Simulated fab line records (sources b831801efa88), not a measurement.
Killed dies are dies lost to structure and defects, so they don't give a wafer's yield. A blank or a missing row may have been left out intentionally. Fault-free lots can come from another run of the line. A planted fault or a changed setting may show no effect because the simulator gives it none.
fab line records	flow gf180mcu
[record] lots = 24	wafers = 72	last-day = 36
route steps=602 shown M4@459 V4@494 MIM@511 V5@545
lots that met no fault: from a run of the same line without faults
start-h: start of the lot's first displayed wafer, in hours after the record's first day	wait-h: time in hours since the lot's previous step	" as in the row above	L1.1+2: several wafers, shown together as one row	- no value, or no start was given	* or withheld: withheld	< > ~ a bound
route shown NAME@n: names a module that has steps shown in the file, with the first one's number in the route	usual: mean/standard deviation taken from wafers without a fault	same: alike in all rows	chamber/n: place in a boat	sites: readings site by site	_std_site: the values' standard deviation	_edge_site: inner sites' mean taken away from outer sites' mean	radius-mm: how far each site lies from the wafer's centre	mask NAME#n: copy n	behind: the tool/chamber that last shaped the wafer	hold: reason for holding the lot/hours on hold/outcome of the hold	device: transistor that didn't switch, given as n, p or np	end of line: the same wafers' tests at the end of the route	step lacking rows: just its recipe	killed: count of dies lost to structure and defects at first sort (not the wafer's yield)	map: the dies of a wafer, with x for killed, . for not killed, _ for no die there
set.NAME: the setting the step ran with; set.NAME@STEP: the setting that earlier step ran with	model.NAME: the simulator's own value behind a step, which no gauge read
route steps across a sampled set of lots; one table per step, one row per wafer
services: when a tool's chamber went out of use (start-h, in hours from the record's first day, below 0 if earlier), for how many hours, and the reason
[[steps]]
[step GF_M4_SPUTTER_03]
[recipe] material = Ti	target-thk-nm = 10	substrate-temp-c = 300	chamber-pressure-pa = 0.3	power-w = 3000	time-s = 6.7
[usual] throttle-valve-pct = 30.2/0.94
lot.wafer	tool	chamber	start-h	wait-h	throttle-valve-pct
L074.2	pvd-sputter-04	-	566.37	0.0	30.2
L074.5	"	-	"	"	29.8
L074.6	"	-	"	"	30.6
L075.3	pvd-sputter-04	-	578.47	0.0	31.0
L075.5	"	-	"	"	29.7
L075.6	"	-	"	"	30.4
L076.1	pvd-sputter-03	-	584.32	0.0	30.5
L076.4	"	-	"	"	30.9
L076.6	"	-	"	"	31.0
L077.1	pvd-sputter-03	-	593.13	0.0	30.6
L077.3	"	-	"	"	30.8
L077.5	"	-	"	"	30.8
L078.1	pvd-sputter-04	-	597.01	0.0	30.4
L078.5	"	-	"	"	29.7
L078.6	"	-	"	"	30.3
L079.1	pvd-sputter-04	-	608.71	0.0	31.2
L079.2	"	-	"	"	30.5
L079.6	"	-	"	"	29.9
L080.2	pvd-sputter-03	-	613.21	0.0	30.6
L080.3	"	-	"	"	30.8
L080.4	"	-	"	"	29.8
L081.1	pvd-sputter-04	-	619.25	0.0	30.9
L081.4	"	-	"	"	30.5
L081.6	"	-	"	"	30.3
L082.2	pvd-sputter-02	-	634.76	0.0	27.8
L082.4	"	-	"	"	31.5
L082.6	"	-	"	"	29.3
L083.1	pvd-sputter-02	-	638.39	0.0	27.6
L083.2	"	-	"	"	32.2
L083.6	"	-	"	"	31.1
L084.2	pvd-sputter-03	-	646.95	0.0	31.0
L084.4	"	-	"	"	29.1
L084.6	"	-	"	"	30.0
L085.1	pvd-sputter-03	-	653.91	0.0	29.9
L085.3	"	-	"	"	28.8
L085.6	"	-	"	"	28.7
L086.1	pvd-sputter-02	-	657.51	0.0	32.0
L086.5	"	-	"	"	27.5
L086.6	"	-	"	"	29.7
L087.2	pvd-sputter-03	-	664.13	0.0	29.9
L087.3	"	-	"	"	30.6
L087.4	"	-	"	"	31.2
L088.2	pvd-sputter-03	-	674.26	0.0	30.1
L088.3	"	-	"	"	30.5
L088.5	"	-	"	"	29.8
L089.2	pvd-sputter-04	-	678.22	0.0	30.3
L089.4	"	-	"	"	29.5
L089.6	"	-	"	"	30.2
L090.3	pvd-sputter-04	-	684.19	0.0	29.8
L090.5	"	-	"	"	29.6
L090.6	"	-	"	"	30.5
L091.1	pvd-sputter-04	-	693.98	0.0	30.1
L091.3	"	-	"	"	29.7
L091.4	"	-	"	"	31.1
L092.4	pvd-sputter-03	-	697.23	0.0	30.9
L092.5	"	-	"	"	29.5
L092.6	"	-	"	"	30.5
L093.1	pvd-sputter-04	-	703.41	0.0	30.9
L093.5	"	-	"	"	30.1
L093.6	"	-	"	"	30.9
L094.1	pvd-sputter-02	-	707.20	0.0	31.5
L094.3	"	-	"	"	29.6
L094.4	"	-	"	"	27.5
L095.1	pvd-sputter-04	-	715.81	0.0	30.1
L095.3	"	-	"	"	29.9
L095.4	"	-	"	"	30.5
L096.1	pvd-sputter-04	-	724.17	0.0	29.8
L096.4	"	-	"	"	29.7
L096.6	"	-	"	"	30.4
L097.3	pvd-sputter-02	-	727.46	0.0	27.6
L097.4	"	-	"	"	31.7
L097.5	"	-	"	"	32.2
[step GF_V4_STRIP_18]
[recipe] chemistry = O2/N2	power-w = 1400	pressure-mtorr = 1500	platen-temp-c = 250	o2-flow-sccm = 3000	n2-flow-sccm = 300	overash-fraction = 0.5
[usual] drypump-motor-current-A = 6.0/0.31	heater-power-w = 330/40	oes-product-au = 0.594/0.0052
lot.wafer	tool	chamber	start-h	wait-h	drypump-motor-current-A	heater-power-w	oes-product-au	rf-hours-counter-h
L074.2	plasma-asher-03	0	612.95	-	5.8	305	0.596	20
L074.5	"	1	"	"	6.5	302	0.592	-
L074.6	"	0	"	"	5.8	304	0.602	-
L075.3	plasma-asher-03	1	624.38	-	6.6	301	0.590	-
L075.5	"	1	"	"	6.5	293	0.604	-
L075.6	"	0	"	"	5.8	301	0.589	-
L076.1	plasma-asher-03	1	630.65	-	6.5	301	0.595	22
L076.4	"	1	"	"	6.5	301	0.596	-
L076.6	"	0	"	"	5.8	299	0.590	-
L077.1	plasma-asher-03	1	638.94	-	6.6	297	0.591	23
L077.3	"	1	"	"	6.6	297	0.597	-
L077.5	"	1	"	"	6.6	301	0.581	-
L078.1	plasma-asher-02	1	643.40	-	6.3	392	0.601	76
L078.5	"	1	"	"	6.2	397	0.599	-
L078.6	"	0	"	"	5.9	303	0.605	-
L079.1	plasma-asher-02	1	654.10	-	6.2	388	0.587	77
L079.2	"	0	"	"	5.9	312	0.592	77
L079.6	"	0	"	"	5.9	307	0.596	-
L080.2	plasma-asher-04	1	658.00	-	5.8	322	0.590	105
L080.3	"	1	"	"	5.8	310	0.589	-
L080.4	"	0	"	"	5.6	372	0.595	-
L081.1	plasma-asher-04	1	665.04	-	5.8	313	0.587	107
L081.4	"	0	"	"	5.7	380	0.590	-
L081.6	"	1	"	"	5.7	311	0.591	-
L082.2	plasma-asher-02	0	677.46	-	6.0	304	0.586	79
L082.4	"	0	"	"	5.9	304	0.598	-
L082.6	"	1	"	"	6.2	402	0.593	-
L083.1	plasma-asher-02	0	681.65	-	5.9	302	0.594	80
L083.2	"	1	"	"	6.2	397	0.595	80
L083.6	"	1	"	"	6.2	391	0.591	-
L084.2	plasma-asher-03	0	690.09	-	5.8	296	0.602	24
L084.4	"	1	"	"	6.6	298	0.596	-
L084.6	"	1	"	"	6.6	293	0.601	-
L085.1	plasma-asher-02	1	697.89	-	6.2	390	0.590	82
L085.3	"	1	"	"	6.2	380	0.590	-
L085.6	"	0	"	"	5.9	306	0.591	-
L086.1	plasma-asher-03	1	700.35	-	6.6	293	0.594	25
L086.5	"	0	"	"	5.8	293	0.604	-
L086.6	"	1	"	"	6.6	297	0.594	-
L087.2	plasma-asher-02	1	706.40	-	6.2	396	0.587	83
L087.3	"	1	"	"	6.2	401	0.602	-
L087.4	"	0	"	"	5.9	304	0.590	-
L088.2	plasma-asher-04	0	716.89	-	5.6	378	0.585	114
L088.3	"	0	"	"	5.6	377	0.592	-
L088.5	"	0	"	"	5.6	376	0.597	-
L089.2	plasma-asher-03	0	719.75	-	5.8	299	0.596	28
L089.4	"	1	"	"	6.6	294	0.591	-
L089.6	"	1	"	"	6.6	296	0.593	-
L090.3	plasma-asher-02	0	725.78	-	5.9	305	0.600	-
L090.5	"	0	"	"	5.9	301	0.590	-
L090.6	"	1	"	"	6.2	389	0.595	-
L091.1	plasma-asher-02	0	734.49	-	5.9	303	0.591	84
L091.3	"	1	"	"	6.2	410	0.590	-
L091.4	"	0	"	"	6.0	308	0.601	-
L092.4	plasma-asher-02	1	737.53	-	6.3	397	0.585	-
L092.5	"	0	"	"	5.9	304	0.588	-
L092.6	"	1	"	"	6.3	397	0.590	-
L093.1	plasma-asher-02	1	743.90	-	6.3	407	0.594	86
L093.5	"	0	"	"	5.9	314	0.595	-
L093.6	"	1	"	"	6.3	398	0.599	-
L094.1	plasma-asher-03	1	747.45	-	6.5	298	0.590	31
L094.3	"	0	"	"	5.8	297	0.596	-
L094.4	"	1	"	"	6.6	294	0.593	-
L095.1	plasma-asher-04	0	755.30	-	5.6	370	0.592	2
L095.3	"	1	"	"	5.8	326	0.595	-
L095.4	"	0	"	"	5.7	373	0.589	-
L096.1	plasma-asher-03	1	762.80	-	6.6	302	0.587	32
L096.4	"	0	"	"	5.8	300	0.585	-
L096.6	"	1	"	"	6.6	295	0.598	-
L097.3	plasma-asher-04	1	766.33	-	5.8	319	0.594	-
L097.4	"	0	"	"	5.6	365	0.595	-
L097.5	"	1	"	"	5.8	328	0.594	-
[step GF_V4_CVD_23]
[recipe] material = W	target-thk-nm = 350	time-s = 104.9	temp-c = 400	pressure-torr = 40
[usual] heater-power-w = 905/120
lot.wafer	tool	chamber	start-h	wait-h	heater-power-w
L074.2	cvd-w-02	0	613.58	0.0	1040
L074.5	"	0	"	"	1024
L074.6	"	1	"	"	1003
L075.3	cvd-w-02	1	625.01	0.1	994
L075.5	"	0	"	"	1019
L075.6	"	1	"	"	1016
L076.1	cvd-w-02	0	631.31	0.0	1009
L076.4	"	0	"	"	1020
L076.6	"	0	"	"	1017
L077.1	cvd-w-02	0	639.62	0.0	1029
L077.3	"	1	"	"	994
L077.5	"	1	"	"	995
L078.1	cvd-w-02	1	644.03	0.0	1001
L078.5	"	1	"	"	1036
L078.6	"	0	"	"	993
L079.1	cvd-w-01	0	654.73	0.0	916
L079.2	"	1	"	"	696
L079.6	"	1	"	"	701
L080.2	cvd-w-02	0	658.63	0.0	1033
L080.3	"	0	"	"	1023
L080.4	"	1	"	"	1002
L081.1	cvd-w-01	1	665.68	0.0	691
L081.4	"	1	"	"	716
L081.6	"	0	"	"	916
L082.2	cvd-w-02	0	678.14	0.0	1011
L082.4	"	0	"	"	1039
L082.6	"	0	"	"	1040
L083.1	cvd-w-02	0	682.32	0.0	1007
L083.2	"	1	"	"	988
L083.6	"	0	"	"	1030
L084.2	cvd-w-01	0	690.73	0.0	919
L084.4	"	0	"	"	916
L084.6	"	1	"	"	716
L085.1	cvd-w-01	0	698.53	0.0	935
L085.3	"	1	"	"	688
L085.6	"	0	"	"	921
L086.1	cvd-w-01	1	700.98	0.0	709
L086.5	"	0	"	"	910
L086.6	"	1	"	"	716
L087.2	cvd-w-01	0	707.06	0.0	906
L087.3	"	0	"	"	924
L087.4	"	1	"	"	732
L088.2	cvd-w-01	0	717.53	0.0	899
L088.3	"	1	"	"	727
L088.5	"	0	"	"	934
L089.2	cvd-w-01	1	720.38	0.0	728
L089.4	"	1	"	"	713
L089.6	"	0	"	"	902
L090.3	cvd-w-02	0	726.42	0.1	1024
L090.5	"	1	"	"	977
L090.6	"	0	"	"	1023
L091.1	cvd-w-01	0	735.13	0.0	927
L091.3	"	1	"	"	720
L091.4	"	0	"	"	892
L092.4	cvd-w-01	0	738.17	0.1	914
L092.5	"	0	"	"	934
L092.6	"	1	"	"	711
L093.1	cvd-w-02	0	744.56	0.0	1024
L093.5	"	1	"	"	975
L093.6	"	0	"	"	1023
L094.1	cvd-w-01	1	748.09	0.0	733
L094.3	"	0	"	"	905
L094.4	"	1	"	"	714
L095.1	cvd-w-02	0	755.96	0.0	1032
L095.3	"	1	"	"	991
L095.4	"	0	"	"	1047
L096.1	cvd-w-01	0	763.43	0.0	920
L096.4	"	0	"	"	911
L096.6	"	0	"	"	910
L097.3	cvd-w-01	0	766.97	0.1	908
L097.4	"	1	"	"	701
L097.5	"	1	"	"	701
[step GF_MIM_SPUTTER_08]
[recipe] material = AlCu	target-thk-nm = 200	power-w = 10600	time-s = 10.6	chamber-pressure-pa = 0.4
[usual] throttle-valve-pct = 29.9/0.84
lot.wafer	tool	chamber	start-h	wait-h	throttle-valve-pct
L074.2	pvd-sputter-03	-	614.53	0.0	28.6
L074.5	"	-	"	"	28.8
L074.6	"	-	"	"	30.1
L075.3	pvd-sputter-01	-	625.93	0.0	28.4
L075.5	"	-	"	"	30.5
L075.6	"	-	"	"	29.3
L076.1	pvd-sputter-03	-	632.26	0.0	30.0
L076.4	"	-	"	"	28.5
L076.6	"	-	"	"	30.0
L077.1	pvd-sputter-04	-	640.77	0.0	29.7
L077.3	"	-	"	"	31.1
L077.5	"	-	"	"	30.1
L078.1	pvd-sputter-03	-	645.02	0.0	29.8
L078.5	"	-	"	"	30.9
L078.6	"	-	"	"	30.7
L079.1	pvd-sputter-03	-	655.68	0.0	30.5
L079.2	"	-	"	"	28.8
L079.6	"	-	"	"	28.7
L080.2	pvd-sputter-03	-	659.61	0.0	29.8
L080.3	"	-	"	"	31.1
L080.4	"	-	"	"	29.1
L081.1	pvd-sputter-03	-	666.63	0.0	30.3
L081.4	"	-	"	"	30.8
L081.6	"	-	"	"	30.7
L082.2	pvd-sputter-03	-	679.09	0.0	29.9
L082.4	"	-	"	"	30.6
L082.6	"	-	"	"	30.5
L083.1	pvd-sputter-03	-	683.79	0.0	30.7
L083.2	"	-	"	"	30.1
L083.6	"	-	"	"	29.6
L084.2	pvd-sputter-01	-	691.69	0.0	29.2
L084.4	"	-	"	"	29.0
L084.6	"	-	"	"	29.4
L085.1	pvd-sputter-03	-	699.48	0.0	30.9
L085.3	"	-	"	"	28.8
L085.6	"	-	"	"	28.8
L086.1	pvd-sputter-01	-	701.93	0.0	29.1
L086.5	"	-	"	"	30.2
L086.6	"	-	"	"	28.5
L087.2	pvd-sputter-04	-	708.07	0.0	30.5
L087.3	"	-	"	"	29.8
L087.4	"	-	"	"	31.2
L088.2	pvd-sputter-03	-	718.48	0.0	30.8
L088.3	"	-	"	"	28.6
L088.5	"	-	"	"	28.9
L089.2	pvd-sputter-01	-	721.33	0.0	29.3
L089.4	"	-	"	"	29.1
L089.6	"	-	"	"	30.6
L090.3	pvd-sputter-04	-	727.33	0.0	29.6
L090.5	"	-	"	"	30.5
L090.6	"	-	"	"	30.7
L091.1	pvd-sputter-03	-	736.08	0.0	28.8
L091.3	"	-	"	"	31.0
L091.4	"	-	"	"	30.7
L092.4	pvd-sputter-01	-	739.08	0.0	30.5
L092.5	"	-	"	"	28.3
L092.6	"	-	"	"	30.4
L093.1	pvd-sputter-04	-	745.76	0.0	30.2
L093.5	"	-	"	"	29.5
L093.6	"	-	"	"	31.1
L094.1	pvd-sputter-01	-	749.04	0.0	30.0
L094.3	"	-	"	"	29.1
L094.4	"	-	"	"	29.0
L095.1	pvd-sputter-03	-	756.91	0.0	28.9
L095.3	"	-	"	"	30.0
L095.4	"	-	"	"	30.8
L096.1	pvd-sputter-04	-	764.38	0.0	29.9
L096.4	"	-	"	"	31.0
L096.6	"	-	"	"	30.1
L097.3	pvd-sputter-03	-	767.88	0.0	28.7
L097.4	"	-	"	"	30.2
L097.5	"	-	"	"	30.6
[step GF_V5_BOW_MEAS_05]
[recipe] mode = bow
[usual] V5_BOW = 137/9.2
lot.wafer	tool	chamber	start-h	wait-h	V5_BOW[um]
L074.2	film-metro-03	-	659.20	0.1	143
L074.5	"	-	"	"	140
L074.6	"	-	"	"	148
L075.3	film-metro-01	-	670.94	0.2	135
L075.5	"	-	"	"	134
L075.6	"	-	"	"	129
L076.1	film-metro-01	-	676.12	0.1	134
L076.4	"	-	"	"	136
L076.6	"	-	"	"	139
L077.1	film-metro-02	-	684.66	0.2	153
L077.3	"	-	"	"	142
L077.5	"	-	"	"	148
L078.1	film-metro-03	-	688.33	0.1	135
L078.5	"	-	"	"	140
L078.6	"	-	"	"	141
L079.1	film-metro-03	-	698.90	0.1	151
L079.2	"	-	"	"	141
L079.6	"	-	"	"	145
L080.2	film-metro-02	-	702.80	0.1	135
L080.3	"	-	"	"	143
L080.4	"	-	"	"	133
L081.1	film-metro-01	-	709.11	0.1	147
L081.4	"	-	"	"	141
L081.6	"	-	"	"	130
L082.2	film-metro-01	-	720.48	0.2	148
L082.4	"	-	"	"	152
L082.6	"	-	"	"	137
L083.1	film-metro-02	-	725.30	0.1	141
L083.2	"	-	"	"	137
L083.6	"	-	"	"	135
L084.2	film-metro-02	-	732.94	0.1	145
L084.4	"	-	"	"	135
L084.6	"	-	"	"	148
L085.1	film-metro-01	-	740.13	0.1	122
L085.3	"	-	"	"	131
L085.6	"	-	"	"	119
L086.1	film-metro-02	-	743.04	0.2	137
L086.5	"	-	"	"	136
L086.6	"	-	"	"	138
L087.2	film-metro-03	-	748.66	0.2	131
L087.3	"	-	"	"	150
L087.4	"	-	"	"	130
L088.2	film-metro-01	-	757.88	0.3	133
L088.3	"	-	"	"	145
L088.5	"	-	"	"	146
L089.2	film-metro-01	-	760.98	0.2	149
L089.4	"	-	"	"	138
L089.6	"	-	"	"	140
L090.3	film-metro-02	-	766.65	0.3	157
L090.5	"	-	"	"	162
L090.6	"	-	"	"	161
L091.1	film-metro-01	-	774.03	0.2	135
L091.3	"	-	"	"	136
L091.4	"	-	"	"	136
L092.4	film-metro-01	-	776.62	0.2	131
L092.5	"	-	"	"	117
L092.6	"	-	"	"	133
L093.1	film-metro-01	-	783.19	0.2	126
L093.5	"	-	"	"	150
L093.6	"	-	"	"	131
L094.1	film-metro-01	-	786.91	0.1	122
L094.3	"	-	"	"	132
L094.4	"	-	"	"	135
L095.1	film-metro-01	-	794.32	0.3	124
L095.3	"	-	"	"	132
L095.4	"	-	"	"	112
L096.1	film-metro-03	-	800.83	0.1	126
L096.4	"	-	"	"	128
L096.6	"	-	"	"	131
L097.3	film-metro-02	-	803.31	0.2	133
L097.4	"	-	"	"	141
L097.5	"	-	"	"	136
[step GF_V5_ETCH_16]
[recipe] chemistry = N2/H2	target-depth-a = withheld	overetch-a = withheld	time-s = withheld	target = BARC	ion-energy-ev = 200	source-w = 500	bias-w = 100	pressure-mtorr = 30	n2-flow-sccm = 100	h2-flow-sccm = 200
[usual] drypump-motor-current-A = 5.8/0.41	oes-product-au = 0.855/0.0052	throttle-valve-pct = 13.225/0.0088
lot.wafer	tool	chamber	start-h	wait-h	drypump-motor-current-A	oes-product-au	throttle-valve-pct
L074.2	rie-diel-04	1	680.37	0.0	5.3	0.862	13.221
L074.5	"	0	"	"	5.0	0.857	13.228
L074.6	"	1	"	"	5.3	0.858	13.212
L075.3	rie-diel-04	0	692.05	0.0	5.0	0.857	13.232
L075.5	"	2	"	"	5.6	0.863	13.216
L075.6	"	3	"	"	5.8	0.855	13.218
L076.1	rie-diel-03	1	697.12	0.0	5.9	0.856	13.216
L076.4	"	0	"	"	5.8	0.860	13.214
L076.6	"	2	"	"	6.5	0.859	13.218
L077.1	rie-diel-01	3	704.72	0.0	5.0	0.849	13.229
L077.3	"	1	"	"	6.1	0.858	13.223
L077.5	"	3	"	"	5.0	0.855	13.232
L078.1	rie-diel-01	0	707.84	0.0	6.2	0.861	13.218
L078.5	"	2	"	"	6.2	0.844	13.234
L078.6	"	1	"	"	6.1	0.853	13.227
L079.1	rie-diel-04	2	718.02	0.0	5.5	0.856	13.225
L079.2	"	1	"	"	5.4	0.853	13.220
L079.6	"	3	"	"	5.8	0.855	13.210
L080.2	rie-diel-03	1	722.82	0.0	5.9	0.857	13.224
L080.3	"	3	"	"	5.7	0.860	13.224
L080.4	"	1	"	"	5.9	0.848	13.221
L081.1	rie-diel-03	3	728.89	0.0	5.7	0.854	13.215
L081.4	"	0	"	"	5.8	0.865	13.203
L081.6	"	3	"	"	5.7	0.862	13.226
L082.2	rie-diel-04	1	740.02	0.0	5.4	0.850	13.236
L082.4	"	3	"	"	5.8	0.853	13.239
L082.6	"	2	"	"	5.5	0.851	13.227
L083.1	rie-diel-04	2	744.12	0.0	5.5	0.858	13.223
L083.2	"	3	"	"	5.8	0.850	13.232
L083.6	"	2	"	"	5.5	0.856	13.222
L084.2	rie-diel-03	1	751.69	0.0	5.9	0.861	13.237
L084.4	"	1	"	"	5.9	0.862	13.231
L084.6	"	0	"	"	5.8	0.847	13.225
L085.1	rie-diel-03	3	758.77	0.0	5.7	0.857	13.248
L085.3	"	1	"	"	5.9	0.859	13.219
L085.6	"	3	"	"	5.7	0.851	13.221
L086.1	rie-diel-03	0	761.04	0.0	5.8	0.858	13.221
L086.5	"	0	"	"	5.8	0.853	13.204
L086.6	"	1	"	"	5.9	0.857	13.204
L087.2	rie-diel-04	1	767.27	0.0	5.3	0.853	13.214
L087.3	"	3	"	"	5.7	0.856	13.228
L087.4	"	0	"	"	5.0	0.854	13.222
L088.2	rie-diel-03	3	776.39	0.0	5.6	0.854	13.219
L088.3	"	1	"	"	5.9	0.860	13.204
L088.5	"	0	"	"	5.8	0.852	13.248
L089.2	rie-diel-01	1	779.12	0.0	6.1	0.859	13.218
L089.4	"	2	"	"	6.2	0.854	13.220
L089.6	"	0	"	"	6.2	0.849	13.240
L090.3	rie-diel-03	1	784.29	0.0	5.9	0.857	13.219
L090.5	"	0	"	"	5.8	0.851	13.233
L090.6	"	3	"	"	5.7	0.851	13.218
L091.1	rie-diel-03	2	791.84	0.0	6.5	0.844	13.210
L091.3	"	0	"	"	5.8	0.848	13.227
L091.4	"	1	"	"	5.9	0.856	13.226
L092.4	rie-diel-04	0	793.01	0.0	5.0	0.862	13.221
L092.5	"	1	"	"	5.4	0.856	13.216
L092.6	"	0	"	"	5.0	0.850	13.215
L093.1	rie-diel-03	3	800.82	0.0	5.7	0.863	13.231
L093.5	"	0	"	"	5.8	0.852	13.232
L093.6	"	1	"	"	5.9	0.854	13.224
L094.1	rie-diel-01	1	803.47	0.0	6.1	0.850	13.224
L094.3	"	3	"	"	5.0	0.848	13.237
L094.4	"	0	"	"	6.2	0.848	13.228
L095.1	rie-diel-01	3	810.92	0.0	5.0	0.859	13.211
L095.3	"	0	"	"	6.2	0.852	13.229
L095.4	"	1	"	"	6.1	0.843	13.225
L096.1	rie-diel-03	3	816.89	0.0	5.6	0.857	13.223
L096.4	"	0	"	"	5.8	0.857	13.211
L096.6	"	2	"	"	6.5	0.856	13.231
L097.3	rie-diel-01	0	820.19	0.0	6.2	0.849	13.235
L097.4	"	2	"	"	6.2	0.851	13.235
L097.5	"	3	"	"	5.0	0.858	13.222
[[services]]
tool	chamber	start-h	hours	kind
rie-diel-01	0	542.88	4.4	repair
plasma-asher-03	-	546.08	6.2	repair
pvd-sputter-01	-	549.63	1.2	repair
rie-diel-03	2	550.29	11.7	repair
rie-diel-01	0	564.30	9.3	repair
cvd-w-02	0	565.49	3.8	repair
plasma-asher-02	-	588.31	3.8	repair
rie-diel-03	-	591.27	0.1	repair
rie-diel-01	0	609.06	4.5	repair
cvd-w-02	1	615.03	5.3	repair
pvd-sputter-01	-	648.52	0.9	repair
plasma-asher-03	-	651.16	35.8	pm
plasma-asher-02	-	656.24	10.3	repair
pvd-sputter-03	-	669.65	1.0	repair
pvd-sputter-04	-	706.78	1.2	repair
plasma-asher-02	-	707.67	14.6	pm
rie-diel-03	0	719.93	6.2	repair
pvd-sputter-04	-	730.60	4.4	repair
plasma-asher-03	-	749.49	13.2	repair
plasma-asher-02	-	753.48	2.8	pm
cvd-w-01	0	768.75	8.5	repair
rie-diel-04	1	784.48	5.5	repair
cvd-w-02	0	794.87	4.1	repair
rie-diel-04	-	811.74	2.8	pm
[[key]]
fault none
